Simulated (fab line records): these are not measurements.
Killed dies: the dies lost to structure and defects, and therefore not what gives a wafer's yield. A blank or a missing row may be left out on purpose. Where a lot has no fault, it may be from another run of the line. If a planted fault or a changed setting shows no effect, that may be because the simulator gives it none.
fab line records -- flow gf180mcu
record: lots: 24, wafers: 72, lastDay: 34
route steps=602 shown VT_IMPLANT@121 V2@405 M3@413
lots that met no fault: taken from a fault-free run of the same line
startH: hours from the record's first day to the start of the lot's first wafer shown -- waitH: hours since the lot's step before -- " same as the row above -- L1.1+2: a single row standing in for several wafers -- - no value, or no start was given -- * or withheld: withheld -- < > ~ a bound
route shown NAME@n: names a module that has steps shown in the file, with the first one's number in the route -- usual: mean/standard deviation of fault-free wafers -- same: alike in all rows -- chamber/n: place in a boat -- sites: per-site readings -- _std_site: their standard deviation -- _edge_site: inner sites' mean taken away from outer sites' mean -- radiusMm: how far each site lies from the wafer's centre -- mask NAME#n: copy n -- behind: the last tool/chamber to shape the wafer -- hold: the reason the lot was held/the length of the hold in hours/how it ended -- device: names the non-switching transistor (n, p or np) -- end of line: the tests these same wafers got at the end of their route -- a step without rows: its recipe alone -- killed: the dies lost at the first sort to structure and to defects; this is not the yield of the wafer -- map: per-die view of a wafer (x killed, . not killed, _ where there is no die)
set.NAME: the setting the step ran with; set.NAME@STEP: the setting that earlier step ran with -- model.NAME: the simulator's own value behind a step, which no gauge read
the route's steps for a sample of lots (tables are steps, rows are wafers)
services: the hour from which a tool's chamber was out of use, counted from the record's first day as startH (under 0 if before that day), plus the number of hours and why
== steps ==
step: GF_VT_IMPLANT_STRIP_31
recipe: chemistry: O2/N2, powerW: 1400, pressureMtorr: 1500, platenTempC: 250, o2FlowSccm: 3000, n2FlowSccm: 300, overashFraction: 0.5
usual: drypumpMotorCurrentA: 5.95/0.27, heaterPowerW: 359/29, oesProductAu: 0.715/0.0047, platenTempC: 249.99/0.2, stripTimeToEndpointS: 12.61/0.033
lot.wafer,tool,chamber,startH,waitH,drypumpMotorCurrentA,heaterPowerW,oesProductAu,platenTempC,rfHoursCounterH,stripTimeToEndpointS
L074.3,plasmaAsher-04,0,143.62,0.1,6.11,386,0.717,249.81,-,12.61
L074.4,plasmaAsher-04,1,143.62,0.1,5.58,365,0.719,250.14,-,12.57
L074.6,plasmaAsher-04,1,143.62,0.1,5.58,350,0.707,250.08,-,12.68
L075.2,plasmaAsher-04,0,148.14,0.1,6.12,391,0.711,249.78,3,12.64
L075.4,plasmaAsher-04,0,148.14,0.1,6.12,397,0.713,250.05,-,12.64
L075.5,plasmaAsher-04,0,148.14,0.1,6.10,391,0.716,249.95,-,12.63
L076.4,plasmaAsher-02,0,154.07,0.1,6.13,309,0.712,249.95,-,12.63
L076.5,plasmaAsher-02,0,154.07,0.1,6.14,297,0.714,250.48,-,12.63
L076.6,plasmaAsher-02,1,154.07,0.1,5.61,383,0.717,250.00,-,12.62
L077.3,plasmaAsher-01,0,157.74,0.1,5.97,373,0.718,249.93,-,12.62
L077.4,plasmaAsher-01,1,157.74,0.1,6.30,363,0.714,250.29,-,12.60
L077.6,plasmaAsher-01,0,157.74,0.1,5.98,379,0.708,250.03,-,12.64
L078.1,plasmaAsher-02,1,166.91,0.1,5.63,375,0.715,250.01,55,12.64
L078.2,plasmaAsher-02,0,166.91,0.1,6.13,294,0.716,249.75,55,12.61
L078.4,plasmaAsher-02,0,166.91,0.1,6.11,296,0.717,249.99,-,12.66
L079.1,plasmaAsher-04,0,174.34,0.1,6.16,386,0.716,249.85,6,12.60
L079.3,plasmaAsher-04,0,174.34,0.1,6.14,384,0.718,249.84,-,12.59
L079.4,plasmaAsher-04,1,174.34,0.1,5.59,361,0.715,250.00,-,12.63
L080.2,plasmaAsher-02,1,180.26,0.1,5.62,375,0.714,250.19,57,12.63
L080.4,plasmaAsher-02,1,180.26,0.1,5.62,374,0.724,249.78,-,12.60
L080.5,plasmaAsher-02,1,180.26,0.1,5.62,378,0.720,249.93,-,12.59
L081.1,plasmaAsher-04,1,185.66,0.1,5.58,362,0.716,249.88,8,12.62
L081.5,plasmaAsher-04,1,185.66,0.1,5.57,358,0.720,250.08,-,12.63
L081.6,plasmaAsher-04,0,185.66,0.1,6.14,380,0.713,249.94,-,12.62
L082.1,plasmaAsher-04,1,192.89,0.1,5.60,368,0.711,250.18,9,12.64
L082.2,plasmaAsher-04,0,192.89,0.1,6.12,384,0.719,249.95,9,12.69
L082.6,plasmaAsher-04,0,192.89,0.1,6.12,396,0.721,250.07,-,12.64
L083.2,plasmaAsher-04,0,198.66,0.1,6.15,388,0.715,249.96,9,12.61
L083.3,plasmaAsher-04,1,198.66,0.1,5.59,364,0.711,249.97,-,12.60
L083.5,plasmaAsher-04,1,198.66,0.1,5.57,360,0.721,249.59,-,12.57
L084.1,plasmaAsher-02,1,204.19,0.1,5.65,380,0.713,250.24,60,12.61
L084.3,plasmaAsher-02,1,204.19,0.1,5.64,385,0.714,250.06,-,12.65
L084.4,plasmaAsher-02,0,204.19,0.1,6.14,306,0.714,250.06,-,12.62
L085.1,plasmaAsher-02,1,215.14,0.1,5.64,377,0.717,250.16,60,12.59
L085.2,plasmaAsher-02,0,215.14,0.1,6.12,300,0.707,249.74,60,12.55
L085.4,plasmaAsher-02,1,215.14,0.1,5.63,377,0.720,250.74,-,12.55
L086.3,plasmaAsher-02,1,219.72,0.1,5.62,376,0.725,249.58,-,12.57
L086.5,plasmaAsher-02,0,219.72,0.1,6.15,297,0.726,250.07,-,12.60
L086.6,plasmaAsher-02,1,219.72,0.1,5.61,378,0.718,249.68,-,12.58
L087.1,plasmaAsher-01,0,223.04,0.1,5.97,378,0.719,249.96,58,12.63
L087.3,plasmaAsher-01,1,223.04,0.1,6.29,360,0.715,250.06,-,12.60
L087.5,plasmaAsher-01,0,223.04,0.1,5.96,375,0.714,249.83,-,12.58
L088.3,plasmaAsher-04,1,233.44,0.1,5.58,358,0.706,249.93,-,12.60
L088.4,plasmaAsher-04,0,233.44,0.1,6.16,389,0.713,249.85,-,12.59
L088.5,plasmaAsher-04,1,233.44,0.1,5.57,357,0.709,250.26,-,12.59
L089.2,plasmaAsher-02,0,244.16,0.1,6.13,295,0.713,250.05,63,12.61
L089.3,plasmaAsher-02,0,244.16,0.1,6.12,302,0.717,250.33,-,12.63
L089.6,plasmaAsher-02,0,244.16,0.1,6.12,305,0.714,249.74,-,12.59
L090.2,plasmaAsher-01,1,251.19,0.1,6.29,368,0.714,250.22,61,12.61
L090.4,plasmaAsher-01,1,251.19,0.1,6.28,357,0.716,250.24,-,12.57
L090.6,plasmaAsher-01,1,251.19,0.1,6.30,362,0.719,250.08,-,12.56
L091.1,plasmaAsher-02,1,256.64,0.1,5.63,366,0.718,250.02,65,12.62
L091.2,plasmaAsher-02,0,256.64,0.1,6.17,303,0.714,250.27,65,12.65
L091.5,plasmaAsher-02,0,256.64,0.1,6.17,296,0.710,249.96,-,12.65
L092.1,plasmaAsher-01,0,259.19,0.1,5.98,385,0.717,250.00,62,12.63
L092.3,plasmaAsher-01,0,259.19,0.1,6.01,372,0.714,250.21,-,12.63
L092.5,plasmaAsher-01,0,259.19,0.1,5.97,370,0.711,250.01,-,12.62
L093.2,plasmaAsher-01,1,265.34,0.1,6.27,361,0.715,250.13,63,12.67
L093.3,plasmaAsher-01,0,265.34,0.1,5.96,378,0.717,250.12,-,12.66
L093.5,plasmaAsher-01,1,265.34,0.1,6.25,368,0.706,249.89,-,12.66
L094.2,plasmaAsher-04,0,273.69,0.1,6.14,385,0.710,249.82,16,12.66
L094.4,plasmaAsher-04,0,273.69,0.1,6.12,388,0.716,250.12,-,12.67
L094.5,plasmaAsher-04,0,273.69,0.1,6.14,379,0.706,249.89,-,12.67
L095.1,plasmaAsher-02,1,281.40,0.1,5.63,368,0.724,249.88,67,12.58
L095.3,plasmaAsher-02,1,281.40,0.1,5.63,364,0.720,249.81,-,12.59
L095.5,plasmaAsher-02,0,281.40,0.1,6.14,302,0.711,250.03,-,12.56
L096.2,plasmaAsher-01,0,287.00,0.1,5.97,380,0.721,249.85,65,12.54
L096.3,plasmaAsher-01,0,287.00,0.1,5.97,369,0.715,249.67,-,12.59
L096.5,plasmaAsher-01,1,287.00,0.1,6.28,359,0.716,250.27,-,12.57
L097.1,plasmaAsher-01,0,293.83,0.1,5.98,375,0.709,249.79,66,12.61
L097.5,plasmaAsher-01,1,293.83,0.1,6.28,365,0.707,250.07,-,12.56
L097.6,plasmaAsher-01,0,293.83,0.1,5.98,376,0.709,249.99,-,12.58
step: GF_V2_CVD_23
recipe: material: W, targetThkNm: 350, timeS: 104.94, tempC: 400, pressureTorr: 40
usual: heaterPowerW: 838/49
lot.wafer,tool,chamber,startH,waitH,heaterPowerW
L074.3,cvdW-02,0,460.99,0.1,811
L074.4,cvdW-02,1,460.99,0.1,836
L074.6,cvdW-02,1,460.99,0.1,853
L075.2,cvdW-01,1,471.47,0.0,867
L075.4,cvdW-01,0,471.47,0.0,751
L075.5,cvdW-01,0,471.47,0.0,758
L076.4,cvdW-02,0,481.77,0.1,827
L076.5,cvdW-02,0,481.77,0.1,832
L076.6,cvdW-02,1,481.77,0.1,858
L077.3,cvdW-01,1,484.43,0.1,894
L077.4,cvdW-01,0,484.43,0.1,773
L077.6,cvdW-01,1,484.43,0.1,893
L078.1,cvdW-01,0,497.61,0.0,770
L078.2,cvdW-01,1,497.61,0.0,856
L078.4,cvdW-01,0,497.61,0.0,742
L079.1,cvdW-01,0,511.11,0.0,771
L079.3,cvdW-01,1,511.11,0.0,904
L079.4,cvdW-01,0,511.11,0.0,766
L080.2,cvdW-02,0,517.56,0.0,804
L080.4,cvdW-02,0,517.56,0.0,835
L080.5,cvdW-02,0,517.56,0.0,838
L081.1,cvdW-02,1,524.03,0.0,848
L081.5,cvdW-02,0,524.03,0.0,843
L081.6,cvdW-02,1,524.03,0.0,846
L082.1,cvdW-01,1,535.57,0.0,865
L082.2,cvdW-01,0,535.57,0.0,771
L082.6,cvdW-01,1,535.57,0.0,895
L083.2,cvdW-02,1,544.42,0.0,877
L083.3,cvdW-02,0,544.42,0.0,841
L083.5,cvdW-02,0,544.42,0.0,839
L084.1,cvdW-02,0,551.62,0.0,840
L084.3,cvdW-02,0,551.62,0.0,834
L084.4,cvdW-02,1,551.62,0.0,850
L086.3,cvdW-01,0,567.07,0.1,784
L086.5,cvdW-01,1,567.07,0.1,894
L086.6,cvdW-01,0,567.07,0.1,781
L085.1,cvdW-02,1,568.14,0.0,880
L085.2,cvdW-02,0,568.14,0.0,838
L085.4,cvdW-02,1,568.14,0.0,849
L087.1,cvdW-01,1,577.87,0.0,883
L087.3,cvdW-01,1,577.87,0.0,909
L087.5,cvdW-01,0,577.87,0.0,756
L088.3,cvdW-01,0,586.77,0.1,775
L088.4,cvdW-01,1,586.77,0.1,910
L088.5,cvdW-01,0,586.77,0.1,752
L089.2,cvdW-01,0,599.70,0.0,758
L089.3,cvdW-01,0,599.70,0.0,775
L089.6,cvdW-01,1,599.70,0.0,891
L090.2,cvdW-01,0,609.81,0.0,771
L090.4,cvdW-01,0,609.81,0.0,757
L090.6,cvdW-01,0,609.81,0.0,770
L091.1,cvdW-02,1,618.17,0.0,840
L091.2,cvdW-02,0,618.17,0.0,828
L091.5,cvdW-02,0,618.17,0.0,823
L092.1,cvdW-01,0,619.34,0.0,785
L092.3,cvdW-01,1,619.34,0.0,910
L092.5,cvdW-01,1,619.34,0.0,908
L093.2,cvdW-01,1,620.84,0.1,890
L093.3,cvdW-01,1,620.84,0.1,901
L093.5,cvdW-01,1,620.84,0.1,885
L094.2,cvdW-01,0,629.50,0.0,797
L094.4,cvdW-01,0,629.50,0.0,757
L094.5,cvdW-01,1,629.50,0.0,914
L095.1,cvdW-02,1,636.78,0.0,847
L095.3,cvdW-02,1,636.78,0.0,857
L095.5,cvdW-02,1,636.78,0.0,872
L096.2,cvdW-01,1,646.66,0.0,853
L096.3,cvdW-01,0,646.66,0.0,787
L096.5,cvdW-01,0,646.66,0.0,769
L097.1,cvdW-02,0,649.78,0.0,814
L097.5,cvdW-02,1,649.78,0.0,851
L097.6,cvdW-02,0,649.78,0.0,837
step: GF_V2_RS_MEAS_24
recipe: thkMeasGauge: four-point-probe, reads: W_of_V2_CVD_23+TiN_of_V2_SPUTTER_22+Ti_of_V2_SPUTTER_21
usual: V2_W_RS: 0.326/0.0044
lot.wafer,tool,chamber,startH,waitH,V2_W_RS[ohm/sq]
L074.3,filmMetro-04,-,461.11,0.1,0.332
L074.4,filmMetro-04,-,461.11,0.1,0.326
L074.6,filmMetro-04,-,461.11,0.1,0.328
L075.2,filmMetro-04,-,471.60,0.1,0.320
L075.4,filmMetro-04,-,471.60,0.1,0.320
L075.5,filmMetro-04,-,471.60,0.1,0.323
L076.4,filmMetro-04,-,481.91,0.1,0.335
L076.5,filmMetro-04,-,481.91,0.1,0.336
L076.6,filmMetro-04,-,481.91,0.1,0.337
L077.3,filmMetro-02,-,484.55,0.1,0.321
L077.4,filmMetro-02,-,484.55,0.1,0.322
L077.6,filmMetro-02,-,484.55,0.1,0.320
L078.1,filmMetro-04,-,497.73,0.1,0.327
L078.2,filmMetro-04,-,497.73,0.1,0.320
L078.4,filmMetro-04,-,497.73,0.1,0.325
L079.1,filmMetro-04,-,511.23,0.1,0.331
L079.3,filmMetro-04,-,511.23,0.1,0.323
L079.4,filmMetro-04,-,511.23,0.1,0.332
L080.2,filmMetro-01,-,517.70,0.1,0.331
L080.4,filmMetro-01,-,517.70,0.1,0.331
L080.5,filmMetro-01,-,517.70,0.1,0.330
L081.1,filmMetro-01,-,524.15,0.1,0.324
L081.5,filmMetro-01,-,524.15,0.1,0.329
L081.6,filmMetro-01,-,524.15,0.1,0.322
L082.1,filmMetro-01,-,535.68,0.1,0.322
L082.2,filmMetro-01,-,535.68,0.1,0.326
L082.6,filmMetro-01,-,535.68,0.1,0.321
L083.2,filmMetro-02,-,544.55,0.1,0.330
L083.3,filmMetro-02,-,544.55,0.1,0.335
L083.5,filmMetro-02,-,544.55,0.1,0.331
L084.1,filmMetro-02,-,551.73,0.1,0.328
L084.3,filmMetro-02,-,551.73,0.1,0.330
L084.4,filmMetro-02,-,551.73,0.1,0.323
L086.3,filmMetro-04,-,567.19,0.1,0.335
L086.5,filmMetro-04,-,567.19,0.1,0.328
L086.6,filmMetro-04,-,567.19,0.1,0.331
L085.1,filmMetro-01,-,568.25,0.1,0.322
L085.2,filmMetro-01,-,568.25,0.1,0.325
L085.4,filmMetro-01,-,568.25,0.1,0.322
L087.1,filmMetro-04,-,577.98,0.1,0.323
L087.3,filmMetro-04,-,577.98,0.1,0.328
L087.5,filmMetro-04,-,577.98,0.1,0.328
L088.3,filmMetro-04,-,586.88,0.1,0.327
L088.4,filmMetro-04,-,586.88,0.1,0.322
L088.5,filmMetro-04,-,586.88,0.1,0.329
L089.2,filmMetro-04,-,599.83,0.1,0.330
L089.3,filmMetro-04,-,599.83,0.1,0.331
L089.6,filmMetro-04,-,599.83,0.1,0.327
L090.2,filmMetro-02,-,609.95,0.1,0.326
L090.4,filmMetro-02,-,609.95,0.1,0.329
L090.6,filmMetro-02,-,609.95,0.1,0.327
L091.1,filmMetro-04,-,618.29,0.1,0.326
L091.2,filmMetro-04,-,618.29,0.1,0.329
L091.5,filmMetro-04,-,618.29,0.1,0.327
L092.1,filmMetro-02,-,619.45,0.1,0.326
L092.3,filmMetro-02,-,619.45,0.1,0.321
L092.5,filmMetro-02,-,619.45,0.1,0.323
L093.2,filmMetro-01,-,621.05,0.2,0.318
L093.3,filmMetro-01,-,621.05,0.2,0.320
L093.5,filmMetro-01,-,621.05,0.2,0.321
L094.2,filmMetro-04,-,629.63,0.1,0.332
L094.4,filmMetro-04,-,629.63,0.1,0.329
L094.5,filmMetro-04,-,629.63,0.1,0.323
L095.1,filmMetro-04,-,636.93,0.1,0.327
L095.3,filmMetro-04,-,636.93,0.1,0.328
L095.5,filmMetro-04,-,636.93,0.1,0.326
L096.2,filmMetro-02,-,646.79,0.1,0.325
L096.3,filmMetro-02,-,646.79,0.1,0.327
L096.5,filmMetro-02,-,646.79,0.1,0.327
L097.1,filmMetro-01,-,649.89,0.1,0.331
L097.5,filmMetro-01,-,649.89,0.1,0.327
L097.6,filmMetro-01,-,649.89,0.1,0.329
step: GF_V2_THK_MEAS_25
recipe: thkMeasGauge: xrf, reads: W_of_V2_CVD_23
usual: V2_W_THK: 343/6.8
lot.wafer,tool,chamber,startH,waitH,V2_W_THK[nm]
L074.3,filmMetro-04,-,461.21,0.1,335
L074.4,filmMetro-04,-,461.21,0.1,340
L074.6,filmMetro-04,-,461.21,0.1,341
L075.2,filmMetro-04,-,471.71,0.1,348
L075.4,filmMetro-04,-,471.71,0.1,347
L075.5,filmMetro-04,-,471.71,0.1,344
L076.4,filmMetro-04,-,482.00,0.1,328
L076.5,filmMetro-04,-,482.00,0.1,327
L076.6,filmMetro-04,-,482.00,0.1,328
L077.3,filmMetro-02,-,484.65,0.1,356
L077.4,filmMetro-02,-,484.65,0.1,351
L077.6,filmMetro-02,-,484.65,0.1,356
L078.1,filmMetro-04,-,497.85,0.1,337
L078.2,filmMetro-04,-,497.85,0.1,344
L078.4,filmMetro-04,-,497.85,0.1,339
L079.1,filmMetro-04,-,511.35,0.1,336
L079.3,filmMetro-04,-,511.35,0.1,345
L079.4,filmMetro-04,-,511.35,0.1,333
L080.2,filmMetro-01,-,517.81,0.1,339
L080.4,filmMetro-01,-,517.81,0.1,338
L080.5,filmMetro-01,-,517.81,0.1,340
L081.1,filmMetro-01,-,524.27,0.1,347
L081.5,filmMetro-01,-,524.27,0.1,340
L081.6,filmMetro-01,-,524.27,0.1,347
L082.1,filmMetro-01,-,535.80,0.1,348
L082.2,filmMetro-01,-,535.80,0.1,346
L082.6,filmMetro-01,-,535.80,0.1,351
L083.2,filmMetro-02,-,544.66,0.1,349
L083.3,filmMetro-02,-,544.66,0.1,342
L083.5,filmMetro-02,-,544.66,0.1,346
L084.1,filmMetro-02,-,551.85,0.1,348
L084.3,filmMetro-02,-,551.85,0.1,345
L084.4,filmMetro-02,-,551.85,0.1,354
L086.3,filmMetro-04,-,567.29,0.1,329
L086.5,filmMetro-04,-,567.29,0.1,338
L086.6,filmMetro-04,-,567.29,0.1,335
L085.1,filmMetro-01,-,568.37,0.1,348
L085.2,filmMetro-01,-,568.37,0.1,346
L085.4,filmMetro-01,-,568.37,0.1,350
L087.1,filmMetro-04,-,578.10,0.1,339
L087.3,filmMetro-04,-,578.10,0.1,338
L087.5,filmMetro-04,-,578.10,0.1,339
L088.3,filmMetro-04,-,586.98,0.1,337
L088.4,filmMetro-04,-,586.98,0.1,344
L088.5,filmMetro-04,-,586.98,0.1,334
L089.2,filmMetro-04,-,599.94,0.1,336
L089.3,filmMetro-04,-,599.94,0.1,333
L089.6,filmMetro-04,-,599.94,0.1,336
L090.2,filmMetro-02,-,610.06,0.1,346
L090.4,filmMetro-02,-,610.06,0.1,345
L090.6,filmMetro-02,-,610.06,0.1,346
L091.1,filmMetro-04,-,618.41,0.1,340
L091.2,filmMetro-04,-,618.41,0.1,336
L091.5,filmMetro-04,-,618.41,0.1,337
L092.1,filmMetro-02,-,619.57,0.1,347
L092.3,filmMetro-02,-,619.57,0.1,352
L092.5,filmMetro-02,-,619.57,0.1,349
L093.2,filmMetro-01,-,621.16,0.1,352
L093.3,filmMetro-01,-,621.16,0.1,353
L093.5,filmMetro-01,-,621.16,0.1,351
L094.2,filmMetro-04,-,629.74,0.1,336
L094.4,filmMetro-04,-,629.74,0.1,338
L094.5,filmMetro-04,-,629.74,0.1,344
L095.1,filmMetro-04,-,637.05,0.1,340
L095.3,filmMetro-04,-,637.05,0.1,341
L095.5,filmMetro-04,-,637.05,0.1,342
L096.2,filmMetro-02,-,646.90,0.1,351
L096.3,filmMetro-02,-,646.90,0.1,350
L096.5,filmMetro-02,-,646.90,0.1,349
L097.1,filmMetro-01,-,650.01,0.1,340
L097.5,filmMetro-01,-,650.01,0.1,343
L097.6,filmMetro-01,-,650.01,0.1,341
step: GF_M3_SPUTTER_04
recipe: material: TiN, targetThkNm: 50, powerW: 6500, timeS: 41.7, chamberPressurePa: 0.4
usual: throttleValvePct: 30.4/0.72
lot.wafer,tool,chamber,startH,waitH,throttleValvePct
L074.3,pvdSputter-02,-,461.73,0.0,31.4
L074.4,pvdSputter-02,-,461.73,0.0,29.4
L074.6,pvdSputter-02,-,461.73,0.0,29.3
L075.2,pvdSputter-01,-,472.24,0.0,30.9
L075.4,pvdSputter-01,-,472.24,0.0,30.1
L075.5,pvdSputter-01,-,472.24,0.0,31.0
L076.4,pvdSputter-01,-,482.51,0.0,30.4
L076.5,pvdSputter-01,-,482.51,0.0,31.1
L076.6,pvdSputter-01,-,482.51,0.0,30.0
L077.3,pvdSputter-04,-,485.17,0.0,31.8
L077.4,pvdSputter-04,-,485.17,0.0,30.3
L077.6,pvdSputter-04,-,485.17,0.0,31.5
L078.1,pvdSputter-01,-,498.39,0.0,30.3
L078.2,pvdSputter-01,-,498.39,0.0,31.3
L078.4,pvdSputter-01,-,498.39,0.0,29.9
L079.1,pvdSputter-04,-,511.89,0.0,29.3
L079.3,pvdSputter-04,-,511.89,0.0,31.4
L079.4,pvdSputter-04,-,511.89,0.0,29.5
L080.2,pvdSputter-04,-,518.34,0.0,30.4
L080.4,pvdSputter-04,-,518.34,0.0,29.3
L080.5,pvdSputter-04,-,518.34,0.0,30.2
L081.1,pvdSputter-02,-,524.81,0.0,30.4
L081.5,pvdSputter-02,-,524.81,0.0,30.6
L081.6,pvdSputter-02,-,524.81,0.0,29.5
L082.1,pvdSputter-02,-,536.35,0.0,30.4
L082.2,pvdSputter-02,-,536.35,0.0,30.5
L082.6,pvdSputter-02,-,536.35,0.0,30.7
L083.2,pvdSputter-01,-,545.20,0.0,30.1
L083.3,pvdSputter-01,-,545.20,0.0,30.4
L083.5,pvdSputter-01,-,545.20,0.0,30.1
L084.1,pvdSputter-04,-,552.39,0.0,29.1
L084.3,pvdSputter-04,-,552.39,0.0,29.7
L084.4,pvdSputter-04,-,552.39,0.0,30.3
L086.3,pvdSputter-01,-,567.88,0.0,29.9
L086.5,pvdSputter-01,-,567.88,0.0,30.0
L086.6,pvdSputter-01,-,567.88,0.0,31.4
L085.1,pvdSputter-02,-,569.18,0.0,30.7
L085.2,pvdSputter-02,-,569.18,0.0,30.6
L085.4,pvdSputter-02,-,569.18,0.0,31.4
L087.1,pvdSputter-01,-,578.65,0.0,30.0
L087.3,pvdSputter-01,-,578.65,0.0,30.4
L087.5,pvdSputter-01,-,578.65,0.0,31.1
L088.3,pvdSputter-01,-,587.51,0.0,30.1
L088.4,pvdSputter-01,-,587.51,0.0,30.1
L088.5,pvdSputter-01,-,587.51,0.0,31.2
L089.2,pvdSputter-01,-,600.47,0.0,30.2
L089.3,pvdSputter-01,-,600.47,0.0,30.0
L089.6,pvdSputter-01,-,600.47,0.0,30.4
L090.2,pvdSputter-01,-,610.59,0.0,30.7
L090.4,pvdSputter-01,-,610.59,0.0,30.3
L090.6,pvdSputter-01,-,610.59,0.0,29.8
L091.1,pvdSputter-01,-,618.95,0.0,31.4
L091.2,pvdSputter-01,-,618.95,0.0,30.3
L091.5,pvdSputter-01,-,618.95,0.0,30.3
L092.1,pvdSputter-04,-,620.11,0.0,31.8
L092.3,pvdSputter-04,-,620.11,0.0,29.2
L092.5,pvdSputter-04,-,620.11,0.0,29.4
L093.2,pvdSputter-04,-,621.69,0.0,29.3
L093.3,pvdSputter-04,-,621.69,0.0,31.8
L093.5,pvdSputter-04,-,621.69,0.0,31.7
L094.2,pvdSputter-04,-,630.28,0.0,29.4
L094.4,pvdSputter-04,-,630.28,0.0,29.1
L094.5,pvdSputter-04,-,630.28,0.0,29.5
L095.1,pvdSputter-01,-,637.59,0.0,30.9
L095.3,pvdSputter-01,-,637.59,0.0,30.4
L095.5,pvdSputter-01,-,637.59,0.0,30.3
L096.2,pvdSputter-01,-,647.44,0.0,30.1
L096.3,pvdSputter-01,-,647.44,0.0,30.3
L096.5,pvdSputter-01,-,647.44,0.0,30.0
L097.1,pvdSputter-02,-,650.56,0.0,30.7
L097.5,pvdSputter-02,-,650.56,0.0,29.2
L097.6,pvdSputter-02,-,650.56,0.0,30.6
step: GF_M3_OVL_MEAS_15
usual: M3_OVL: -3/5.6
lot.wafer,tool,chamber,startH,waitH,M3_OVL[nm]
L074.3,overlay-01,-,485.53,0.1,-2
L074.4,overlay-01,-,485.53,0.1,3
L074.6,overlay-01,-,485.53,0.1,-5
L075.2,overlay-01,-,496.47,0.1,3
L075.4,overlay-01,-,496.47,0.1,2
L075.5,overlay-01,-,496.47,0.1,-5
L076.4,overlay-01,-,506.39,0.1,4
L076.5,overlay-01,-,506.39,0.1,-4
L076.6,overlay-01,-,506.39,0.1,-8
L077.3,overlay-02,-,508.73,0.1,0
L077.4,overlay-02,-,508.73,0.1,-3
L077.6,overlay-02,-,508.73,0.1,2
L078.1,overlay-01,-,521.87,0.1,-3
L078.2,overlay-01,-,521.87,0.1,-6
L078.4,overlay-01,-,521.87,0.1,0
L079.1,overlay-02,-,534.57,0.1,-5
L079.3,overlay-02,-,534.57,0.1,-7
L079.4,overlay-02,-,534.57,0.1,-8
L080.2,overlay-02,-,540.87,0.1,-2
L080.4,overlay-02,-,540.87,0.1,-1
L080.5,overlay-02,-,540.87,0.1,-6
L081.1,overlay-01,-,547.43,0.1,2
L081.5,overlay-01,-,547.43,0.1,-1
L081.6,overlay-01,-,547.43,0.1,-1
L082.1,overlay-01,-,558.33,0.1,2
L082.2,overlay-01,-,558.33,0.1,-14
L082.6,overlay-01,-,558.33,0.1,-5
L083.2,overlay-01,-,567.44,0.1,-3
L083.3,overlay-01,-,567.44,0.1,-15
L083.5,overlay-01,-,567.44,0.1,-15
L084.1,overlay-02,-,574.56,0.1,-7
L084.3,overlay-02,-,574.56,0.1,0
L084.4,overlay-02,-,574.56,0.1,-10
L086.3,overlay-02,-,589.10,0.1,-10
L086.5,overlay-02,-,589.10,0.1,-2
L086.6,overlay-02,-,589.10,0.1,4
L085.1,overlay-01,-,590.42,0.1,-10
L085.2,overlay-01,-,590.42,0.1,0
L085.4,overlay-01,-,590.42,0.1,-4
L087.1,overlay-02,-,599.87,0.1,1
L087.3,overlay-02,-,599.87,0.1,1
L087.5,overlay-02,-,599.87,0.1,-1
L088.3,overlay-01,-,608.73,0.1,0
L088.4,overlay-01,-,608.73,0.1,1
L088.5,overlay-01,-,608.73,0.1,-6
L089.2,overlay-02,-,621.27,0.1,-4
L089.3,overlay-02,-,621.27,0.1,-6
L089.6,overlay-02,-,621.27,0.1,-7
L090.2,overlay-02,-,630.42,0.1,-2
L090.4,overlay-02,-,630.42,0.1,3
L090.6,overlay-02,-,630.42,0.1,1
L091.1,overlay-01,-,638.71,0.1,-2
L091.2,overlay-01,-,638.71,0.1,-8
L091.5,overlay-01,-,638.71,0.1,-6
L092.1,overlay-01,-,639.98,0.1,-4
L092.3,overlay-01,-,639.98,0.1,-4
L092.5,overlay-01,-,639.98,0.1,-2
L093.2,overlay-02,-,641.21,0.1,0
L093.3,overlay-02,-,641.21,0.1,2
L093.5,overlay-02,-,641.21,0.1,-2
L094.2,overlay-02,-,650.87,0.1,-5
L094.4,overlay-02,-,650.87,0.1,1
L094.5,overlay-02,-,650.87,0.1,-6
L095.1,overlay-02,-,657.46,0.1,-5
L095.3,overlay-02,-,657.46,0.1,-9
L095.5,overlay-02,-,657.46,0.1,-7
L096.2,overlay-02,-,667.22,0.1,4
L096.3,overlay-02,-,667.22,0.1,0
L096.5,overlay-02,-,667.22,0.1,-9
L097.1,overlay-02,-,669.76,0.1,-12
L097.5,overlay-02,-,669.76,0.1,4
L097.6,overlay-02,-,669.76,0.1,2
== services ==
tool,chamber,startH,hours,kind
cvdW-02,0,144.46,1.9,repair
cvdW-01,1,145.08,6.4,repair
cvdW-02,1,160.53,15.2,repair
cvdW-01,-,192.76,1.1,repair
pvdSputter-04,-,207.89,17.8,repair
plasmaAsher-04,-,249.44,13.0,repair
cvdW-02,1,252.76,13.9,repair
cvdW-01,1,266.58,8.0,repair
pvdSputter-01,-,267.08,12.6,repair
plasmaAsher-02,-,283.25,3.1,repair
cvdW-01,0,354.13,6.2,repair
cvdW-02,-,358.62,0.3,repair
pvdSputter-04,-,386.68,2.0,repair
cvdW-01,-,390.01,14.0,pm
plasmaAsher-02,-,403.15,2.8,pm
plasmaAsher-01,-,421.25,9.0,pm
pvdSputter-04,-,426.70,10.7,repair
pvdSputter-01,-,455.62,0.8,repair
pvdSputter-01,-,469.35,1.5,repair
cvdW-01,-,508.17,1.1,repair
cvdW-02,-,573.10,2.8,pm
cvdW-01,1,595.90,1.7,repair
cvdW-01,0,620.63,6.1,repair
cvdW-01,-,632.11,1.1,repair
== key ==
fault none
